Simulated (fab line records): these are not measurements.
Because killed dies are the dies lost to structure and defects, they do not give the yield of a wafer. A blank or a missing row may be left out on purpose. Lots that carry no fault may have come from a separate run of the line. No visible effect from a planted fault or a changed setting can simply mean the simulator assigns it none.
Which of the tools did it? + flow sky130 + 6 lots, 18 wafers sampled, at 2 steps of a route of 708

== WHAT THE GAUGES READ, wafer by wafer ==
SKY_POLY_GATE_THK_MEAS_01.
| lot  | measured     | on            | POLY_GATE_CVD_00_THK (nm) |
|------|--------------|---------------|---------------------------|
| L991 | day 14 09:16 | film-metro-01 | 182.0 180.7 183.7         |
| L993 | day 15 05:05 | film-metro-02 | 181.5 179.9 181.1         |
| L996 | day 15 23:13 | film-metro-03 | 180.8 177.6 178.1         |
| L999 | day 17 08:22 | film-metro-03 | 178.9 178.4 177.3         |
| L103 | day 18 12:44 | film-metro-01 | 179.7 180.5 180.4         |
| L107 | day 19 23:37 | film-metro-03 | 180.9 180.1 180.0         |

== EACH LOT AND THE TOOL THAT RAN IT (in order: tool; ch and the chambers of the sampled wafers; start) ==
| lot  | SKY_POLY_GATE_CVD_00        |
|------|-----------------------------|
| L991 | lpcvd-01 ch 1, day 14 08:03 |
| L993 | lpcvd-01 ch 0, day 15 03:53 |
| L996 | lpcvd-01 ch 1, day 15 21:59 |
| L999 | lpcvd-01 ch 0, day 17 07:08 |
| L103 | lpcvd-01 ch 1, day 18 11:31 |
| L107 | lpcvd-01 ch 1, day 19 22:25 |
- SKY_POLY_GATE_CVD_00: deposits poly-Si, target thk 180 nm, time 720 s.

== THE ANSWER, worked out from the rows above alone ==
Rule: usual is defined by the lots themselves. The widest of any qualifying gaps counts: lots, ordered by their means at a reading, are off when they make up no more than a third of the lots, leave a main group of 4 or more, and stand apart from it by 3 or more times the standard deviation of that group's means. Not used: any main group whose means are identical at the precision the tables above print for the reading. A lot without any number at a reading at which 4 lots or more have one is off too. Any other lot the step has rows for is counted as sound.
No lot is off on any of the readings shown, so nothing can be concluded from this.

== WHAT THE SIMULATOR HAD INSERTED ==
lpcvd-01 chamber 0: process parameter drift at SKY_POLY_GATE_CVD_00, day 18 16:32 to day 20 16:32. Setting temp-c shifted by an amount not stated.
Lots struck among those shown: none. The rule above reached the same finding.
